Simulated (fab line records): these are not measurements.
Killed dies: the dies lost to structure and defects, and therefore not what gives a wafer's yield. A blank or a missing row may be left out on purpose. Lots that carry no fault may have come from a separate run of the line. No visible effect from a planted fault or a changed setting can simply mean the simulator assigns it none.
Shared-tool check | flow sky130 | 11 lots, 42 wafers sampled

== REASON IT WAS OPENED ==
Of 11 lots, 3 have the reading SD_N_RS flagged at SKY_SD_N_RS_MEAS_16. No-fault wafers: 68.56 ohm/sq, standard deviation 0.081.
Rule: flag the lot when none of its wafers has a number, or when each of its wafers that has one lies beyond 4 standard deviations from that mean. As for the other lots, they are considered sound.

lot  | measured     | on           | SD_N_RS (ohm/sq), wafer by wafer    | flag
L552 | day 28 19:34 | filmMetro-01 | 68.68 68.59 68.61                   | 
L558 | day 30 09:19 | filmMetro-01 | 68.51 68.58 68.54                   | 
L559 | day 30 13:37 | filmMetro-02 | 68.50 68.38 68.53                   | 
L560 | day 31 04:04 | filmMetro-02 | 68.33 68.53 68.51                   | 
L563 | day 32 00:44 | filmMetro-02 | 68.53 68.53 68.50                   | 
L565 | day 32 20:25 | filmMetro-01 | 68.73 68.57 68.70                   | 
L567 | day 33 05:52 | filmMetro-01 | 68.62 68.58 68.63                   | 
L568 | day 33 07:44 | filmMetro-03 | 67.10 67.12 66.83 66.96 67.01 66.94 | FLAGGED
L569 | day 33 13:11 | filmMetro-02 | 68.69 68.50 68.72                   | 
L570 | day 33 20:00 | filmMetro-01 | 66.87 67.02 67.09 66.99 67.21 66.90 | FLAGGED
L572 | day 34 12:32 | filmMetro-01 | 67.10 66.92 66.93 67.07 67.05 67.00 | FLAGGED
On average the flagged lots' numbers are 67.01 ohm/sq, which is -1.55 ohm/sq against the usual, or -19 standard deviations.

== LOT BY LOT: THE TOOL USED ==
The record holds 1 process step before the reading, out of a route of 708 steps. Each cell gives the tool, then ch followed by the chambers the sampled wafers passed through, then the start.
lot  | flag    | SKY_SD_N_RTA_14
L552 |         | rtpAnneal-01 ch 0, day 28 19:23
L558 |         | rtpAnneal-01 ch 0, day 30 09:08
L559 |         | rtpAnneal-02 ch 0, day 30 13:26
L560 |         | rtpAnneal-01 ch 0, day 31 03:52
L563 |         | rtpAnneal-02 ch 0, day 32 00:34
L565 |         | rtpAnneal-02 ch 0, day 32 20:14
L567 |         | rtpAnneal-02 ch 0, day 33 05:41
L568 | FLAGGED | rtpAnneal-01 ch 0, day 33 07:33
L569 |         | rtpAnneal-02 ch 0, day 33 13:01
L570 | FLAGGED | rtpAnneal-01 ch 0, day 33 19:50
L572 | FLAGGED | rtpAnneal-01 ch 0, day 34 12:21
What is done by these steps:
- SKY_SD_N_RTA_14: time 2 s.
- SKY_SD_N_RS_MEAS_16: measures by four-point-probe.

== FLAGGED AGAINST TOTAL, ONE TOOL AT A TIME (gauges that did the reading follow at the end) ==
step                | tool         | lots run | flagged | share of the flagged lots | sound lots run after its first flagged lot
SKY_SD_N_RTA_14     | rtpAnneal-01 | 6        | 3       | all                       | 0
SKY_SD_N_RTA_14     | rtpAnneal-02 | 5        | 0       | none                      | -
SKY_SD_N_RS_MEAS_16 | filmMetro-01 | 6        | 2       | some                      | 0
SKY_SD_N_RS_MEAS_16 | filmMetro-02 | 4        | 0       | none                      | -
SKY_SD_N_RS_MEAS_16 | filmMetro-03 | 1        | 1       | some                      | 0

== WHAT THE TABLE ALLOWS ==
Rows of the table that ran each flagged lot: 1, that is rtpAnneal-01 at SKY_SD_N_RTA_14.
- rtpAnneal-01 at SKY_SD_N_RTA_14: 3 of its 6 lots flagged. It ran its last sound lot, L560, at day 31 03:52 and its first flagged lot, L568, at day 33 07:33: a fault with its onset between the two fits. Its own readings lie more than 4 standard deviations out on every wafer of the flagged lots: wafer_temp_C_max.
Just one tool remains: rtpAnneal-01 at SKY_SD_N_RTA_14.

== WHAT THE SIMULATOR PUT IN ==
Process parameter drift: rtpAnneal-01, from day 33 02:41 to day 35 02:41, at SKY_SD_N_RTA_14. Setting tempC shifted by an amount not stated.
Lots struck among those shown: L568, L570, L572. The same result came from the rule above.
